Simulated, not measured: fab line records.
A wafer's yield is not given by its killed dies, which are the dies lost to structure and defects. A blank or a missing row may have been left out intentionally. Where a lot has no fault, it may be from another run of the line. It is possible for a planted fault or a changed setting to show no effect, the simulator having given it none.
fab line records	flow gf180mcu
record lots=11	wafers=33	last_day=34
route steps=602 shown NSD@242 PSD@257 SALICIDE@281 CONTACT@292
lots untouched by any fault: they come from a run of this same line in which no faults occurred
start_h: start of the lot's first displayed wafer, in hours after the record's first day	wait_h: hours since the lot's step before	" repeats the value in the row above	L1.1+2: one row covering several wafers at once	- no value, or no start was given	* or withheld: withheld	< > ~ a bound
route shown NAME@n: a module of which the file shows steps, and the number in the route of the first	usual: mean/standard deviation taken from wafers without a fault	same: alike in all rows	chamber/n: place in a boat	sites: per-site readings	_std_site: how widely they spread, as a standard deviation	_edge_site: outer sites' mean less inner sites'	radius_mm: for every site, how far away it sits from the centre of the wafer	mask NAME#n: copy n	behind: the tool/chamber that last shaped the wafer	hold: reason for holding the lot/hours on hold/outcome of the hold	device: the transistor (n, p or np) that didn't switch	end of line: the tests these same wafers got at the end of their route	step lacking rows: just its recipe	killed: count of dies lost to structure and defects at first sort (not the wafer's yield)	map: the dies of a wafer, with x for killed, . for not killed, _ for no die there
set.NAME: the setting the step ran with; set.NAME@STEP: the setting that earlier step ran with	model.NAME: the simulator's own value behind a step, which no gauge read
route steps across a sampled set of lots; one table per step, one row per wafer
services: from which hour (start_h, from the record's first day; less than 0 if before it) a tool's chamber was out of use, for how many hours, and why
## steps
# step GF_NSD_CD_MEAS_07
# recipe target_cd_nm=400
# usual cd_nm=400.3/2.8
lot.wafer	tool	chamber	start_h	wait_h	cd_nm
L695.1	cd_sem-01	-	319.49	0.1	401.6
L695.3	"	-	"	"	400.1
L695.5	"	-	"	"	399.9
L698.1	cd_sem-02	-	339.89	0.1	396.9
L698.2	"	-	"	"	397.3
L698.3	"	-	"	"	396.9
L701.3	cd_sem-02	-	368.59	0.1	404.7
L701.4	"	-	"	"	405.8
L701.5	"	-	"	"	405.8
L702.3	cd_sem-01	-	374.58	0.1	402.7
L702.4	"	-	"	"	402.6
L702.6	"	-	"	"	402.8
L703.1	cd_sem-01	-	382.89	0.1	405.8
L703.4	"	-	"	"	405.0
L703.5	"	-	"	"	400.7
L704.2	cd_sem-01	-	392.11	0.1	402.9
L704.5	"	-	"	"	402.2
L704.6	"	-	"	"	401.6
L707.1	cd_sem-01	-	419.50	0.1	402.6
L707.2	"	-	"	"	405.7
L707.4	"	-	"	"	404.6
L708.1	cd_sem-01	-	420.49	0.1	398.3
L708.2	"	-	"	"	396.2
L708.3	"	-	"	"	398.6
L713.2	cd_sem-02	-	467.21	0.1	400.4
L713.3	"	-	"	"	400.1
L713.4	"	-	"	"	403.1
L714.1	cd_sem-01	-	478.90	0.1	398.3
L714.5	"	-	"	"	397.6
L714.6	"	-	"	"	399.9
L716.2	cd_sem-01	-	487.41	0.1	394.2
L716.4	"	-	"	"	394.7
L716.5	"	-	"	"	397.3
# step GF_PSD_IMPLANT_09
# recipe species=BF2	energy_kev=40	dose_cm2=1.5e+15	tilt_deg=7
# usual beam_on_s=9.99/0.21	end_station_pressure_torr=1.18e-05/5.8e-07	faraday_current_uA=8258/170
lot.wafer	tool	chamber	start_h	wait_h	beam_on_s	end_station_pressure_torr	faraday_current_uA
L695.1	implanter-04	0	341.64	0.0	9.75	1.2e-05	8428
L695.3	"	0	"	"	9.97	1.27e-05	8269
L695.5	"	0	"	"	10.60	1.23e-05	7752
L698.1	implanter-01	0	361.44	0.0	10.12	1.18e-05	8163
L698.2	"	0	"	"	10.02	1.16e-05	8268
L698.3	"	0	"	"	9.81	1.16e-05	8396
L701.3	implanter-04	0	391.24	0.1	9.47	1.16e-05	8690
L701.4	"	0	"	"	10.02	1.19e-05	8235
L701.5	"	0	"	"	9.74	1.18e-05	8450
L702.3	implanter-01	0	397.39	0.1	10.30	1.14e-05	8021
L702.4	"	0	"	"	9.83	1.28e-05	8387
L702.6	"	0	"	"	9.93	1.19e-05	8286
L703.1	implanter-04	0	405.74	0.0	10.05	1.21e-05	8161
L703.4	"	0	"	"	10.08	1.22e-05	8183
L703.5	"	0	"	"	9.91	1.18e-05	8322
L704.2	implanter-01	0	416.42	0.0	9.89	1.19e-05	8306
L704.5	"	0	"	"	10.17	1.06e-05	8115
L704.6	"	0	"	"	9.99	1.1e-05	8277
L707.1	implanter-03	0	444.59	0.0	9.73	1.19e-05	8482
L707.2	"	0	"	"	9.97	1.23e-05	8257
L707.4	"	0	"	"	9.96	1.22e-05	8304
L708.1	implanter-01	0	445.99	0.0	10.26	1.02e-05	8002
L708.2	"	0	"	"	9.87	1.18e-05	8417
L708.3	"	0	"	"	10.35	1.11e-05	7955
L713.2	implanter-01	0	492.32	0.0	14.55	0.0001192	5854
L713.3	"	0	"	"	14.73	0.0001435	5799
L713.4	"	0	"	"	14.48	0.0001299	5898
L714.1	implanter-01	0	503.09	0.0	14.82	0.0001249	5772
L714.5	"	0	"	"	14.93	0.0001319	5717
L714.6	"	0	"	"	15.20	0.0001277	5618
L716.2	implanter-01	0	510.97	0.0	14.81	0.0001369	5787
L716.4	"	0	"	"	14.71	0.0001345	5821
L716.5	"	0	"	"	14.60	0.0001256	5857
# step GF_PSD_STRIP_10
# recipe chemistry=O2/N2	power_w=1400	pressure_mtorr=1500	platen_temp_c=250	o2_flow_sccm=3000	n2_flow_sccm=300	overash_fraction=0.5
# usual chamber_pressure_mTorr=1500.1/1.4	drypump_motor_current_A=5.7/0.5	heater_power_w=340/35	n2_flow_sccm=299.8/0.86	oes_product_au=0.592/0.0046	strip_time_to_endpoint_s=16.51/0.032
lot.wafer	tool	chamber	start_h	wait_h	chamber_pressure_mTorr	drypump_motor_current_A	heater_power_w	n2_flow_sccm	oes_product_au	rf_hours_counter_h	strip_time_to_endpoint_s
L695.1	plasma_asher-04	1	341.79	0.1	1499.7	6.6	301	300.0	0.584	52	16.53
L695.3	"	1	"	"	1498.3	6.6	295	301.1	0.593	-	16.54
L695.5	"	0	"	"	1499.6	5.8	324	300.2	0.601	-	16.50
L698.1	plasma_asher-01	0	361.59	0.1	1499.9	5.2	395	301.3	0.592	72	16.46
L698.2	"	1	"	"	1500.2	5.7	336	300.8	0.587	72	16.49
L698.3	"	0	"	"	1497.6	5.1	395	299.8	0.595	-	16.51
L701.3	plasma_asher-04	1	391.38	0.1	1498.3	6.6	292	297.4	0.589	-	16.51
L701.4	"	0	"	"	1501.2	5.9	325	299.1	0.595	-	16.51
L701.5	"	0	"	"	1501.3	5.9	321	298.8	0.589	-	16.50
L702.3	plasma_asher-01	0	397.53	0.1	1501.1	5.1	388	299.9	0.586	-	16.55
L702.4	"	1	"	"	1499.2	5.7	334	299.2	0.594	-	16.56
L702.6	"	0	"	"	1501.9	5.1	395	299.7	0.592	-	16.57
L703.1	plasma_asher-01	1	405.89	0.1	1501.7	5.7	339	300.9	0.596	76	16.50
L703.4	"	1	"	"	1499.6	5.7	331	300.4	0.591	-	16.52
L703.5	"	1	"	"	1498.4	5.7	339	300.6	0.592	-	16.50
L704.2	plasma_asher-04	1	416.54	0.1	1500.3	6.6	288	299.7	0.602	60	16.50
L704.5	"	1	"	"	1499.2	6.6	290	299.6	0.587	-	16.48
L704.6	"	0	"	"	1499.5	5.9	321	301.5	0.593	-	16.49
L707.1	plasma_asher-02	0	444.74	0.1	1499.0	6.2	341	299.0	0.589	36	16.56
L707.2	"	1	"	"	1501.7	5.2	316	299.2	0.588	36	16.51
L707.4	"	0	"	"	1499.6	6.2	340	299.3	0.585	-	16.56
L708.1	plasma_asher-02	0	446.14	0.1	1501.5	6.2	344	299.7	0.591	36	16.47
L708.2	"	1	"	"	1501.2	5.2	322	300.0	0.593	36	16.49
L708.3	"	1	"	"	1501.1	5.2	319	300.4	0.587	-	16.49
L713.2	plasma_asher-04	1	492.44	0.1	1501.3	6.6	291	298.5	0.557	67	17.85
L713.3	"	1	"	"	1498.2	6.6	291	300.6	0.564	-	17.82
L713.4	"	0	"	"	1500.0	5.8	325	299.2	0.573	-	17.81
L714.1	plasma_asher-01	0	503.24	0.1	1499.0	5.2	410	300.6	0.565	8	17.78
L714.5	"	1	"	"	1501.3	5.7	319	298.5	0.563	-	17.82
L714.6	"	0	"	"	1499.4	5.1	405	301.2	0.570	-	17.77
L716.2	plasma_asher-01	0	511.09	0.1	1501.3	5.1	416	300.7	0.569	9	17.80
L716.4	"	0	"	"	1500.1	5.1	410	299.8	0.571	-	17.81
L716.5	"	1	"	"	1498.8	5.7	319	299.3	0.565	-	17.76
# step GF_PSD_TW_MEAS_11
# usual PSD_TW=3208/16
lot.wafer	tool	chamber	start_h	wait_h	hold	PSD_TW
L695.1	film_metro-01	-	341.89	0.1	-	3186
L695.3	"	-	"	"	-	3211
L695.5	"	-	"	"	-	3210
L698.1	film_metro-01	-	361.69	0.1	-	3207
L698.2	"	-	"	"	-	3187
L698.3	"	-	"	"	-	3223
L701.3	film_metro-01	-	391.46	0.1	-	3188
L701.4	"	-	"	"	-	3188
L701.5	"	-	"	"	-	3197
L702.3	film_metro-01	-	397.61	0.1	-	3198
L702.4	"	-	"	"	-	3195
L702.6	"	-	"	"	-	3193
L703.1	film_metro-01	-	405.99	0.1	-	3205
L703.4	"	-	"	"	-	3188
L703.5	"	-	"	"	-	3191
L704.2	film_metro-01	-	416.65	0.1	-	3225
L704.5	"	-	"	"	-	3243
L704.6	"	-	"	"	-	3229
L707.1	film_metro-02	-	444.84	0.1	-	3198
L707.2	"	-	"	"	-	3210
L707.4	"	-	"	"	-	3207
L708.1	film_metro-02	-	446.24	0.1	-	3195
L708.2	"	-	"	"	-	3212
L708.3	"	-	"	"	-	3205
L713.2	film_metro-01	-	492.55	0.1	await_dispo/0.2h/release	3448
L713.3	"	-	"	"	await_dispo/0.2h/release	3473
L713.4	"	-	"	"	await_dispo/0.2h/release	3442
L713.2	film_metro-01	-	492.78	0.2	-	3470
L713.3	"	-	"	"	-	3463
L713.4	"	-	"	"	-	3461
L714.1	film_metro-04	-	503.34	0.1	await_dispo/0.2h/release	3452
L714.5	"	-	"	"	await_dispo/0.2h/release	3451
L714.6	"	-	"	"	await_dispo/0.2h/release	3443
L714.1	film_metro-04	-	503.65	0.3	-	3459
L714.5	"	-	"	"	-	3453
L714.6	"	-	"	"	-	3445
L716.2	film_metro-02	-	511.20	0.1	await_dispo/0.2h/release	3428
L716.4	"	-	"	"	await_dispo/0.2h/release	3445
L716.5	"	-	"	"	await_dispo/0.2h/release	3446
L716.2	film_metro-02	-	511.43	0.2	-	3435
L716.4	"	-	"	"	-	3422
L716.5	"	-	"	"	-	3429
# step GF_PSD_RS_MEAS_15
# recipe thk_meas_gauge=four-point-probe
# usual PSD_RS=108.48/0.23
lot.wafer	tool	chamber	start_h	wait_h	hold	PSD_RS[ohm/sq]
L695.1	film_metro-04	-	342.21	0.1	-	108.60
L695.3	"	-	"	"	-	108.68
L695.5	"	-	"	"	-	108.96
L698.1	film_metro-02	-	362.01	0.1	-	108.20
L698.2	"	-	"	"	-	108.58
L698.3	"	-	"	"	-	108.49
L701.3	film_metro-04	-	391.80	0.1	-	108.36
L701.4	"	-	"	"	-	108.19
L701.5	"	-	"	"	-	108.33
L702.3	film_metro-02	-	397.95	0.1	-	108.76
L702.4	"	-	"	"	-	108.27
L702.6	"	-	"	"	-	108.63
L703.1	film_metro-01	-	406.30	0.1	-	108.45
L703.4	"	-	"	"	-	108.60
L703.5	"	-	"	"	-	108.53
L704.2	film_metro-04	-	416.98	0.1	-	108.03
L704.5	"	-	"	"	-	108.25
L704.6	"	-	"	"	-	108.44
L707.1	film_metro-04	-	445.16	0.1	-	108.40
L707.2	"	-	"	"	-	108.54
L707.4	"	-	"	"	-	108.74
L708.1	film_metro-01	-	446.56	0.1	-	108.29
L708.2	"	-	"	"	-	108.53
L708.3	"	-	"	"	-	108.12
L713.2	film_metro-02	-	496.87	0.1	await_dispo/0.2h/release	102.16
L713.3	"	-	"	"	await_dispo/0.2h/release	102.15
L713.4	"	-	"	"	await_dispo/0.2h/release	101.98
L713.2	film_metro-02	-	497.32	0.4	-	101.88
L713.3	"	-	"	"	-	101.98
L713.4	"	-	"	"	-	101.89
L714.1	film_metro-04	-	506.97	0.1	await_dispo/0.2h/release	101.42
L714.5	"	-	"	"	await_dispo/0.2h/release	101.58
L714.6	"	-	"	"	await_dispo/0.2h/release	101.65
L714.1	film_metro-04	-	507.31	0.3	-	101.41
L714.5	"	-	"	"	-	101.68
L714.6	"	-	"	"	-	101.51
L716.2	film_metro-04	-	513.97	0.1	await_dispo/0.2h/release	101.19
L716.4	"	-	"	"	await_dispo/0.2h/release	101.44
L716.5	"	-	"	"	await_dispo/0.2h/release	101.81
L716.2	film_metro-04	-	514.40	0.4	-	101.37
L716.4	"	-	"	"	-	101.51
L716.5	"	-	"	"	-	101.73
# step GF_SALICIDE_SPUTTER_03
# recipe material=TiN	target_thk_nm=20	power_w=6500	time_s=16.7	chamber_pressure_pa=0.4
# usual throttle_valve_pct=30.0/1.3
lot.wafer	tool	chamber	start_h	wait_h	throttle_valve_pct
L695.1	pvd_sputter-04	-	364.45	0.0	31.4
L695.3	"	-	"	"	31.1
L695.5	"	-	"	"	29.8
L698.1	pvd_sputter-04	-	385.15	0.0	29.8
L698.2	"	-	"	"	31.2
L698.3	"	-	"	"	30.1
L701.3	pvd_sputter-01	-	415.55	0.0	29.0
L701.4	"	-	"	"	26.5
L701.5	"	-	"	"	26.6
L702.3	pvd_sputter-02	-	421.86	0.0	29.8
L702.4	"	-	"	"	30.0
L702.6	"	-	"	"	31.6
L703.1	pvd_sputter-01	-	431.57	0.0	30.8
L703.4	"	-	"	"	26.7
L703.5	"	-	"	"	29.0
L704.2	pvd_sputter-04	-	441.61	0.0	29.6
L704.5	"	-	"	"	29.6
L704.6	"	-	"	"	31.0
L707.1	pvd_sputter-04	-	469.72	0.0	29.9
L707.2	"	-	"	"	29.7
L707.4	"	-	"	"	30.9
L708.1	pvd_sputter-02	-	471.64	0.0	31.0
L708.2	"	-	"	"	29.7
L708.3	"	-	"	"	31.5
L713.2	pvd_sputter-02	-	516.91	0.0	30.0
L713.3	"	-	"	"	31.3
L713.4	"	-	"	"	29.8
L714.1	pvd_sputter-04	-	527.77	0.0	30.2
L714.5	"	-	"	"	29.7
L714.6	"	-	"	"	30.7
L716.2	pvd_sputter-04	-	535.20	0.0	29.8
L716.4	"	-	"	"	30.8
L716.5	"	-	"	"	31.5
# step GF_CONTACT_BOW_MEAS_05
# recipe mode=bow
# usual CONTACT_BOW=66/6.8
lot.wafer	tool	chamber	start_h	wait_h	CONTACT_BOW[um]
L695.1	film_metro-04	-	365.49	0.2	61
L695.3	"	-	"	"	75
L695.5	"	-	"	"	71
L698.1	film_metro-03	-	386.37	0.1	56
L698.2	"	-	"	"	71
L698.3	"	-	"	"	69
L701.3	film_metro-04	-	416.63	0.2	74
L701.4	"	-	"	"	70
L701.5	"	-	"	"	75
L702.3	film_metro-02	-	422.93	0.2	57
L702.4	"	-	"	"	66
L702.6	"	-	"	"	72
L703.1	film_metro-04	-	432.60	0.2	72
L703.4	"	-	"	"	66
L703.5	"	-	"	"	53
L704.2	film_metro-02	-	442.66	0.2	67
L704.5	"	-	"	"	64
L704.6	"	-	"	"	55
L707.1	film_metro-02	-	470.75	0.2	62
L707.2	"	-	"	"	53
L707.4	"	-	"	"	62
L708.1	film_metro-02	-	472.67	0.2	63
L708.2	"	-	"	"	67
L708.3	"	-	"	"	67
L713.2	film_metro-02	-	517.96	0.1	71
L713.3	"	-	"	"	78
L713.4	"	-	"	"	69
L714.1	film_metro-04	-	528.80	0.1	70
L714.5	"	-	"	"	65
L714.6	"	-	"	"	79
L716.2	film_metro-04	-	536.27	0.3	77
L716.4	"	-	"	"	72
L716.5	"	-	"	"	61
## services
tool	chamber	start_h	hours	kind
pvd_sputter-04	0	323.60	-	consumable_replace:kit
pvd_sputter-04	0	323.60	18.0	scheduled_down
pvd_sputter-04	-	348.10	0.9	repair
implanter-04	-	352.35	2.3	repair
pvd_sputter-01	-	358.12	3.1	repair
implanter-01	-	365.89	1.1	repair
pvd_sputter-02	-	367.53	5.7	repair
pvd_sputter-01	-	380.71	2.4	repair
implanter-04	-	385.65	3.2	pm
implanter-03	-	394.87	2.9	repair
plasma_asher-02	-	401.51	0.4	repair
plasma_asher-01	-	421.25	9.0	pm
pvd_sputter-02	-	422.67	21.6	repair
pvd_sputter-04	-	435.47	4.8	repair
implanter-04	-	441.74	3.3	repair
pvd_sputter-01	-	457.69	20.2	repair
implanter-03	-	470.21	6.8	repair
implanter-01	-	490.23	2.0	repair
implanter-01	-	504.25	2.0	repair
plasma_asher-02	-	509.19	0.5	repair
plasma_asher-01	-	519.94	2.8	pm
implanter-01	-	522.66	1.6	repair
plasma_asher-01	-	526.52	2.8	repair
plasma_asher-04	-	526.54	1.5	repair
## key
first_sign step=GF_PSD_IMPLANT_09	reading=end_station_pressure_torr	direction=up	sigmas=99+	usual=1.18e-05	struck=0.0001304
effect step=GF_PSD_IMPLANT_09	reading=beam_on_s	direction=up	sigmas=23	usual=9.99	struck=14.76
effect step=GF_PSD_STRIP_10	reading=strip_time_to_endpoint_s	direction=up	sigmas=40	usual=*	struck=*
effect step=GF_PSD_TW_MEAS_11	reading=visit	direction=added
effect step=GF_PSD_TW_MEAS_11	reading=PSD_TW	direction=up	sigmas=15	usual=3208	struck=3448
effect step=GF_PSD_RS_MEAS_15	reading=visit	direction=added
effect step=GF_PSD_RS_MEAS_15	reading=PSD_RS	direction=down	sigmas=30	usual=108.48	struck=101.71
met_at GF_PSD_IMPLANT_09
struck_lots L713,L714,L716
tester_left_out L713,L714,L716
not_acting_at GF_NSD_CD_MEAS_07,GF_SALICIDE_SPUTTER_03,GF_CONTACT_BOW_MEAS_05
onset_between 445.99 492.32
fault kind=process_parameter_drift	tool=implanter-01	chamber=-	onset_h=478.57	steps=GF_PSD_IMPLANT_09	channel=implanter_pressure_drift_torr	offset=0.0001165	shape=step	end_h=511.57
fault kind=process_parameter_drift	tool=implanter-01	chamber=-	onset_h=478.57	steps=GF_PSD_IMPLANT_09	channel=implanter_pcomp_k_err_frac	offset=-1	shape=step	end_h=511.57
# tester_left_out: of these lots the tester's yield and bins aren't shown, on N5 and GAA mostly nor the transistor test; their killed dies are dies lost to structure and defects alone, not to doping, threshold or leakage, so they don't give the yield
